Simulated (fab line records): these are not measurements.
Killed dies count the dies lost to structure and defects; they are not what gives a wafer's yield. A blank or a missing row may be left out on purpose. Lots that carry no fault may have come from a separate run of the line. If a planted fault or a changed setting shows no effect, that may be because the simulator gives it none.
Commonality check across tools ; flow gf180mcu ; Lots sampled 12, wafers sampled 36

## WHY IT WAS OPENED
3 of 12 lots carry a flag on the reading POLY_GATE_OXIDATION_THK at GF_POLY_GATE_THK_MEAS_17. Wafers without a fault read 4.01 nm, standard deviation 0.087.
Rule: a lot gets a flag if all its wafers with a number sit over 4 standard deviations from that mean, or if no wafer of it has a number. As for the other lots, they are considered sound.

lot;measured;on;POLY_GATE_OXIDATION_THK (nm), wafer by wafer;flag
L875;day 10 01:51;filmMetro-03;4.01 3.96 4.01;
L876;day 10 09:08;filmMetro-04;4.14 4.11 4.07;
L878;day 10 19:45;filmMetro-01;4.13 4.02 4.09;
L879;day 11 06:49;filmMetro-04;4.08 4.07 4.05;
L880;day 11 10:35;filmMetro-01;4.06 4.08 4.12;
L882;day 12 00:05;filmMetro-01;5.39 5.44 5.41;FLAGGED
L883;day 12 09:37;filmMetro-01;5.43 5.35 5.43;FLAGGED
L887;day 13 16:24;filmMetro-03;5.50 5.52 5.52;FLAGGED
L891;day 14 14:54;filmMetro-04;3.99 4.01 3.97;
L894;day 15 19:56;filmMetro-04;4.06 4.03 4.02;
L895;day 16 00:26;filmMetro-03;4.26 4.15 4.13;
L896;day 16 04:07;filmMetro-01;3.98 3.96 3.99;
Average over the flagged lots: 5.44 nm; offset from the usual +1.43 nm, equal to +16 standard deviations.

## EACH LOT AND THE TOOL IT RAN ON
The record keeps 1 process step preceding the reading, out of 602 steps on the route. Each cell gives the tool, then ch followed by the chambers the sampled wafers passed through, then the start.
lot;flag;GF_POLY_GATE_OXIDATION_16
L875;;furnace-02 ch 0, day 10 00:36
L876;;furnace-02 ch 0, day 10 07:53
L878;;furnace-02 ch 0, day 10 18:30
L879;;furnace-02 ch 0, day 11 05:34
L880;;furnace-02 ch 0, day 11 09:20
L882;FLAGGED;furnace-02 ch 0, day 11 22:49
L883;FLAGGED;furnace-02 ch 0, day 12 08:22
L887;FLAGGED;furnace-02 ch 0, day 13 15:09
L891;;furnace-01 ch 0, day 14 13:39
L894;;furnace-01 ch 0, day 15 18:41
L895;;furnace-02 ch 0, day 15 23:10
L896;;furnace-01 ch 0, day 16 02:51
What the steps here do:
- GF_POLY_GATE_OXIDATION_16: stabilise 600 s, purge 300 s, target thk 4 nm.
- GF_POLY_GATE_THK_MEAS_17

## FLAGGED AGAINST TOTAL, ONE TOOL AT A TIME (gauges that did the reading follow at the end)
step;tool;lots run;flagged;share of the flagged lots;sound lots run after its first flagged lot
GF_POLY_GATE_OXIDATION_16;furnace-01;3;0;none;-
GF_POLY_GATE_OXIDATION_16;furnace-02;9;3;all;1 (L895)
GF_POLY_GATE_THK_MEAS_17;filmMetro-01;5;2;some;1 (L896)
GF_POLY_GATE_THK_MEAS_17;filmMetro-03;3;1;some;1 (L895)
GF_POLY_GATE_THK_MEAS_17;filmMetro-04;4;0;none;-

## WHAT THE TABLE PERMITS
All flagged lots share 1 row of the table, namely furnace-02 at GF_POLY_GATE_OXIDATION_16.
- furnace-02 at GF_POLY_GATE_OXIDATION_16: 3 of its 9 lots flagged. Sound lots ran on it after the first flagged one (L895), which a lasting fault on the whole tool wouldn't allow. Its own readings lie more than 4 standard deviations out on every wafer of the flagged lots: spikeTcBottomC, spikeTcCentreC, spikeTcLowerC, spikeTcTopC, spikeTcUpperC, tubeCenterTempC, tube_center_temp_C_max.
None of the table's rows ran every flagged lot and, after the first, no sound lot.

## WHAT WAS PUT IN BY THE SIMULATOR
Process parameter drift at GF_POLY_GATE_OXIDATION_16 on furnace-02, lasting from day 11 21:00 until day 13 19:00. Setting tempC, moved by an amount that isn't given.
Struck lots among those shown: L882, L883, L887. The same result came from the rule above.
